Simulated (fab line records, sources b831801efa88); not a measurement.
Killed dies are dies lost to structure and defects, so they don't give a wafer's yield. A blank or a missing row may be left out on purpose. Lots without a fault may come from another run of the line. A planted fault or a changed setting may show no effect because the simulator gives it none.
fab line records | flow gf180mcu
record lots=14 wafers=42 last_day=35
route steps=602 shown TOP_METAL@569
lots that met no fault: from a run of the same line without faults
start_h: hours from the record's first day to the start of the lot's first wafer shown | wait_h: hours since the lot's step before | " the same as in the row above | L1.1+2: a row that stands for several wafers | - no value, or no start given | * or withheld: withheld | < > ~ a bound
route shown NAME@n: a module of which the file shows steps, and the number in the route of the first | usual: mean/standard deviation of fault-free wafers | same: alike in all rows | chamber/n: place in a boat | sites: the reading at each site | _std_site: their standard deviation | _edge_site: outer sites' mean less inner sites' | radius_mm: how far each site lies from the wafer's centre | mask NAME#n: copy n | behind: the tool/chamber that last shaped the wafer | hold: why the lot was held/for how many hours/how that ended | device: the transistor (n, p or np) that didn't switch | end of line: the same wafers' tests at the end of the route | a step without rows: its recipe alone | killed: dies lost to structure and defects at the first sort, not the wafer's yield | map: a wafer's dies, x killed, . not, _ none there
set.NAME: the setting as run; set.NAME@STEP: as run at that earlier step | model.NAME: the simulator's own value behind a step, which no gauge read
steps of the route over a sample of lots; a table a step, a row a wafer
services: from which hour (start_h, from the record's first day; less than 0 if before it) a tool's chamber was out of use, for how many hours, and why
## steps
# step GF_TOP_METAL_SPUTTER_02
# recipe material=AlCu target_thk_nm=900 power_w=10600 chamber_pressure_pa=0.3 substrate_temp_c=250 gas=Ar time_s=47.82
# usual chamber_pressure_pa=0.3000/0.00062 throttle_valve_pct=30.3/1.2
# columns lot.wafer tool chamber start_h wait_h chamber_pressure_pa throttle_valve_pct
L152.1 pvd_sputter-04 - 630.66 0.0 0.2996 29.5
L152.2 " - " " 0.2994 29.4
L152.3 " - " " 0.3010 30.8
L153.3 pvd_sputter-03 - 641.60 0.0 0.2984 31.1
L153.5 " - " " 0.2984 31.1
L153.6 " - " " 0.2992 32.3
L154.1 pvd_sputter-04 - 647.27 0.0 0.3012 29.5
L154.2 " - " " 0.3010 29.6
L154.5 " - " " 0.3010 29.4
L155.1 pvd_sputter-03 - 655.65 0.0 0.3002 30.3
L155.3 " - " " 0.2997 31.2
L155.6 " - " " 0.2998 32.3
L156.1 pvd_sputter-01 - 658.31 0.0 0.3007 28.3
L156.3 " - " " 0.2992 30.8
L156.4 " - " " 0.3005 32.2
L160.2 pvd_sputter-03 - 689.55 0.0 0.3004 30.9
L160.3 " - " " 0.2996 31.5
L160.6 " - " " 0.3010 29.9
L163.1 pvd_sputter-04 - 712.32 0.0 0.2525 31.9
L163.2 " - " " 0.2523 32.3
L163.4 " - " " 0.2532 31.9
L164.1 pvd_sputter-04 - 718.54 0.0 0.2526 32.3
L164.2 " - " " 0.2539 33.3
L164.4 " - " " 0.2525 32.0
L168.1 pvd_sputter-01 - 743.80 0.0 0.2999 30.8
L168.2 " - " " 0.3002 27.9
L168.6 " - " " 0.2994 30.0
L171.2 pvd_sputter-03 - 765.50 0.0 0.2995 30.8
L171.4 " - " " 0.3005 31.6
L171.5 " - " " 0.2992 31.6
L172.1 pvd_sputter-03 - 769.08 0.0 0.3006 30.2
L172.2 " - " " 0.2999 32.6
L172.4 " - " " 0.3005 31.5
L173.1 pvd_sputter-03 - 770.73 0.0 0.2993 32.4
L173.2 " - " " 0.3008 30.0
L173.4 " - " " 0.2984 31.1
L175.1 pvd_sputter-04 - 786.96 0.0 0.2994 30.7
L175.3 " - " " 0.2997 29.4
L175.6 " - " " 0.3005 29.6
L169.1 pvd_sputter-01 - 800.03 0.0 0.3001 28.0
L169.4 " - " " 0.3007 32.0
L169.6 " - " " 0.3013 27.8
# step GF_TOP_METAL_RS_MEAS_05
# recipe thk_meas_gauge=four-point-probe reads=TiN_of_TOP_METAL_SPUTTER_04+Ti_of_TOP_METAL_SPUTTER_03+AlCu_of_TOP_METAL_SPUTTER_02+TiN_of_TOP_METAL_SPUTTER_01+Ti_of_TOP_METAL_SPUTTER_00
# usual TOP_METAL_ALCU_RS=0.0326/0.00032
# columns lot.wafer tool chamber start_h wait_h hold TOP_METAL_ALCU_RS[ohm/sq]
L152.1 film_metro-04 - 630.75 0.0 - 0.0332
L152.2 " - " " - 0.0332
L152.3 " - " " - 0.0326
L153.3 film_metro-02 - 641.73 0.1 - 0.0326
L153.5 " - " " - 0.0324
L153.6 " - " " - 0.0328
L154.1 film_metro-03 - 647.36 0.0 - 0.0331
L154.2 " - " " - 0.0329
L154.5 " - " " - 0.0330
L155.1 film_metro-02 - 655.74 0.0 - 0.0328
L155.3 " - " " - 0.0327
L155.6 " - " " - 0.0330
L156.1 film_metro-02 - 658.40 0.0 - 0.0326
L156.3 " - " " - 0.0333
L156.4 " - " " - 0.0328
L160.2 film_metro-04 - 689.66 0.0 - 0.0323
L160.3 " - " " - 0.0323
L160.6 " - " " - 0.0327
L163.1 film_metro-02 - 712.41 0.0 await_dispo/0.2h/release 0.0317
L163.2 " - " " await_dispo/0.2h/release 0.0316
L163.4 " - " " await_dispo/0.2h/release 0.0321
L163.1 film_metro-02 - 712.69 0.3 - 0.0316
L163.2 " - " " - 0.0316
L163.4 " - " " - 0.0321
L164.1 film_metro-02 - 718.63 0.0 - 0.0318
L164.2 " - " " - 0.0316
L164.4 " - " " - 0.0323
L168.1 film_metro-02 - 743.89 0.0 - 0.0329
L168.2 " - " " - 0.0324
L168.6 " - " " - 0.0328
L171.2 film_metro-03 - 765.61 0.0 - 0.0325
L171.4 " - " " - 0.0328
L171.5 " - " " - 0.0327
L172.1 film_metro-04 - 769.17 0.0 - 0.0326
L172.2 " - " " - 0.0325
L172.4 " - " " - 0.0324
L173.1 film_metro-03 - 770.82 0.0 - 0.0332
L173.2 " - " " - 0.0330
L173.4 " - " " - 0.0328
L175.1 film_metro-02 - 787.05 0.0 - 0.0324
L175.3 " - " " - 0.0324
L175.6 " - " " - 0.0329
L169.1 film_metro-02 - 800.12 0.0 - 0.0321
L169.4 " - " " - 0.0325
L169.6 " - " " - 0.0322
## services
# columns tool chamber start_h hours kind
pvd_sputter-03 - 626.87 1.1 repair
pvd_sputter-04 - 655.83 3.8 repair
pvd_sputter-01 - 659.86 1.5 repair
pvd_sputter-03 3 664.86 - consumable_replace:kit
pvd_sputter-03 3 664.86 18.0 scheduled_down
pvd_sputter-03 3 664.86 18.0 vent_cycle
pvd_sputter-04 0 667.70 - consumable_replace:kit
pvd_sputter-04 0 667.70 18.0 scheduled_down
pvd_sputter-04 0 667.70 18.0 vent_cycle
pvd_sputter-04 - 703.41 0.8 repair
pvd_sputter-01 0 725.04 - consumable_replace:kit
pvd_sputter-01 0 725.04 18.0 scheduled_down
pvd_sputter-01 0 725.04 18.0 vent_cycle
pvd_sputter-03 2 736.98 - consumable_replace:kit
pvd_sputter-03 2 736.98 18.0 scheduled_down
pvd_sputter-03 2 736.98 18.0 vent_cycle
pvd_sputter-04 3 743.08 - consumable_replace:kit
pvd_sputter-04 3 743.08 18.0 scheduled_down
pvd_sputter-04 3 743.08 18.0 vent_cycle
pvd_sputter-04 - 788.08 5.0 repair
## key
first_sign step=GF_TOP_METAL_SPUTTER_02 reading=chamber_pressure_pa direction=down sigmas=77 usual=0.3000 struck=0.2528
effect step=GF_TOP_METAL_SPUTTER_02 reading=throttle_valve_pct direction=up sigmas=1.6 usual=30.3 struck=32.3
effect step=GF_TOP_METAL_RS_MEAS_05 reading=visit direction=added
met_at GF_TOP_METAL_SPUTTER_02
struck_lots L163,L164
onset_between 647.27 712.32
fault kind=process_parameter_drift tool=pvd_sputter-04 chamber=- onset_h=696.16 steps=GF_TOP_METAL_SPUTTER_02 channel=chamber_pressure_pa offset=-0.046848 shape=step end_h=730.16 acts_in=these_recipes_only stated=0.3
